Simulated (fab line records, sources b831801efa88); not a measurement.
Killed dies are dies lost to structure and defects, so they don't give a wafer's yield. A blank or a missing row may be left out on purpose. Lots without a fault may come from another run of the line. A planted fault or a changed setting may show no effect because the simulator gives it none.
Chamber matching | flow gf180mcu | GF_STI_WET_ETCH_20 on wet_bench-01: 3 sister chambers
The step etches SiO2 in dHF, target depth 20 nm, time 400 s. 14 wafers are shown with their chamber, then 4 later ones without.

WAFERS WITH THEIR CHAMBER
wafer  | chamber | run_length_s (s)
L123.1 | 1       | 425
L123.4 | 1       | 425
L123.6 | 1       | 425
L125.1 | 1       | 427
L125.4 | 1       | 427
L125.5 | 1       | 427
L126.2 | 2       | 433
L126.4 | 2       | 433
L126.5 | 2       | 433
L136.1 | 3       | 433
L136.4 | 3       | 433
L136.6 | 3       | 433
L137.1 | 3       | 434
L137.4 | 3       | 434

SIGNATURES (means of the wafers above)
reading      | chamber 1 | chamber 2 | chamber 3 | scatter within a chamber
run_length_s | 426.00    | 433.00    | 433.40    | 0.809
Rule: a wafer's distance from a chamber is the root of the sum, over the readings, of the square of ((its reading less the chamber's mean) divided by the reading's scatter). The wafer belongs to the nearest chamber; if the next one is less than 2 further off, it can't be placed. The scatter: the root of (the sum of the squares of (reading less its chamber's mean) over the shown wafers, divided by (wafers less chambers)).

WAFERS WITHOUT THEIR CHAMBER
wafer  | run_length_s (s)
L137.6 | 434
L139.1 | 425
L139.5 | 425
L139.6 | 425

WHICH CHAMBER EACH WENT THROUGH
wafer  | from the rows above     | in truth
L137.6 | can't be placed: 3 or 2 | 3
L139.1 | 1                       | 1
L139.5 | 1                       | 1
L139.6 | 1                       | 1
Placed correctly: 3 of 4. Can't be placed from these rows: 1 (the true chamber is among the candidates in 1). Placed wrongly: 0.
